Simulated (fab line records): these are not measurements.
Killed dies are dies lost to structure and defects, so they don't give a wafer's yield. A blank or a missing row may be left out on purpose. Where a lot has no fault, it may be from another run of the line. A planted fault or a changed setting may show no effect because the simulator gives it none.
Matching of chambers || flow gf180mcu || 4 sister chambers for GF_V4_CMP_26 on cmp-01
The step polishes, stops on SiO2, t overpolish 15 s, target thk 0 nm. 7 wafers are shown with their chamber, then 8 later ones without.

== WAFERS WITH THEIR CHAMBER ==
{"wafer": "L862.3", "chamber": 3, "motor-current-A (A)": 12.1, "overpolish-run-s (s)": 14.984}
{"wafer": "L864.1", "chamber": 0, "motor-current-A (A)": 10.3, "overpolish-run-s (s)": 14.995}
{"wafer": "L864.2", "chamber": 2, "motor-current-A (A)": 10.1, "overpolish-run-s (s)": 15.004}
{"wafer": "L867.1", "chamber": 1, "motor-current-A (A)": 10.9, "overpolish-run-s (s)": 14.998}
{"wafer": "L867.5", "chamber": 1, "motor-current-A (A)": 10.8, "overpolish-run-s (s)": 15.008}
{"wafer": "L867.6", "chamber": 2, "motor-current-A (A)": 9.9, "overpolish-run-s (s)": 15.014}
{"wafer": "L870.3", "chamber": 0, "motor-current-A (A)": 10.2, "overpolish-run-s (s)": 15.003}

== WAFERS WITH NO CHAMBER GIVEN ==
{"wafer": "L870.5", "motor-current-A (A)": 10.1, "overpolish-run-s (s)": 14.999}
{"wafer": "L870.6", "motor-current-A (A)": 10.7, "overpolish-run-s (s)": 14.996}
{"wafer": "L872.1", "motor-current-A (A)": 11.8, "overpolish-run-s (s)": 14.986}
{"wafer": "L872.2", "motor-current-A (A)": 11.0, "overpolish-run-s (s)": 15.011}
{"wafer": "L872.3", "motor-current-A (A)": 10.3, "overpolish-run-s (s)": 14.996}
{"wafer": "L878.1", "motor-current-A (A)": 12.2, "overpolish-run-s (s)": 14.997}
{"wafer": "L878.4", "motor-current-A (A)": 9.9, "overpolish-run-s (s)": 14.993}
{"wafer": "L878.5", "motor-current-A (A)": 10.4, "overpolish-run-s (s)": 15.006}

== WHICH CHAMBER EACH WENT THROUGH ==
{"wafer": "L870.5", "from the rows above": "can't be placed: 0 or 2", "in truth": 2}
{"wafer": "L870.6", "from the rows above": 1, "in truth": 1}
{"wafer": "L872.1", "from the rows above": 3, "in truth": 3}
{"wafer": "L872.2", "from the rows above": 1, "in truth": 1}
{"wafer": "L872.3", "from the rows above": 0, "in truth": 0}
{"wafer": "L878.1", "from the rows above": 3, "in truth": 3}
{"wafer": "L878.4", "from the rows above": "can't be placed: 2 or 0", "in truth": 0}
{"wafer": "L878.5", "from the rows above": 0, "in truth": 0}
Placed correctly: 6 of 8. Can't be placed from these rows: 2 (the true chamber is among the candidates in 2). 0 placed wrongly.
How it was worked out, from the rows above alone: a wafer's distance from a chamber is the root of the sum, over the readings, of the square of ((its reading less the chamber's mean) divided by the reading's scatter). If the next closest chamber is less than 2 further off than the closest, the wafer can't be placed; otherwise it belongs to the closest. For every chamber, the mean is computed from those of its wafers that are shown. How the scatter is found: for the shown wafers, subtract from each reading the mean of its chamber, square and add these, divide the total by (wafers less chambers), then take the root.
